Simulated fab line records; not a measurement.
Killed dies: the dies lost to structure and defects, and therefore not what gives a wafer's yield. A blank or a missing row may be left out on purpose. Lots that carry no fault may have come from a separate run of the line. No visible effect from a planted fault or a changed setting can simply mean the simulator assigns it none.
Chamber matching | flow gf180mcu | cmp-02 running GF_V3_CMP_26: 4 sister chambers
The step polishes, stops on SiO2, t overpolish 15 s, target thk 0 nm. 8 wafers are shown with their chamber, then 8 later ones without.

## EACH WAFER AND ITS CHAMBER
wafer  | chamber | motorCurrentA (A) | overpolishRunS (s)
L825.4 | 0       | 11.0              | 15.006
L826.2 | 1       | 10.8              | 14.998
L826.3 | 3       | 12.1              | 14.988
L826.4 | 0       | 10.5              | 15.003
L828.1 | 1       | 11.2              | 15.014
L828.3 | 2       | 10.4              | 15.004
L828.6 | 3       | 13.4              | 14.986
L832.3 | 2       | 11.4              | 14.992

## WAFERS WITH NO CHAMBER GIVEN
wafer  | motorCurrentA (A) | overpolishRunS (s)
L832.4 | 11.6              | 14.996
L832.5 | 11.2              | 15.017
L839.3 | 10.5              | 15.016
L839.5 | 10.7              | 14.989
L839.6 | 10.9              | 15.000
L838.2 | 13.0              | 14.995
L838.3 | 11.5              | 15.003
L838.4 | 11.7              | 14.994

## EACH ONE'S CHAMBER
wafer  | from the rows above               | in truth
L832.4 | can't be placed: 2 or 1 or 0 or 3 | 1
L832.5 | can't be placed: 1 or 0 or 2      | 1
L839.3 | can't be placed: 1 or 0 or 2      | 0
L839.5 | can't be placed: 2 or 0 or 1      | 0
L839.6 | can't be placed: 2 or 0 or 1      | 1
L838.2 | 3                                 | 3
L838.3 | can't be placed: 1 or 2 or 0      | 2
L838.4 | can't be placed: 2 or 3 or 1 or 0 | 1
Correct placement for 1 of the 8. Not placeable from these rows: 7 (in 7, the candidates include the true chamber). Placed wrongly: 0.
How it was worked out, from the rows above alone: a wafer's distance from a chamber is the root of the sum, over the readings, of the square of ((its reading less the chamber's mean) divided by the reading's scatter). If the next closest chamber is less than 2 further off than the closest, the wafer can't be placed; otherwise it belongs to the closest. The mean given for a chamber averages the wafers shown for that chamber. How the scatter is found: for the shown wafers, subtract from each reading the mean of its chamber, square and add these, divide the total by (wafers less chambers), then take the root.
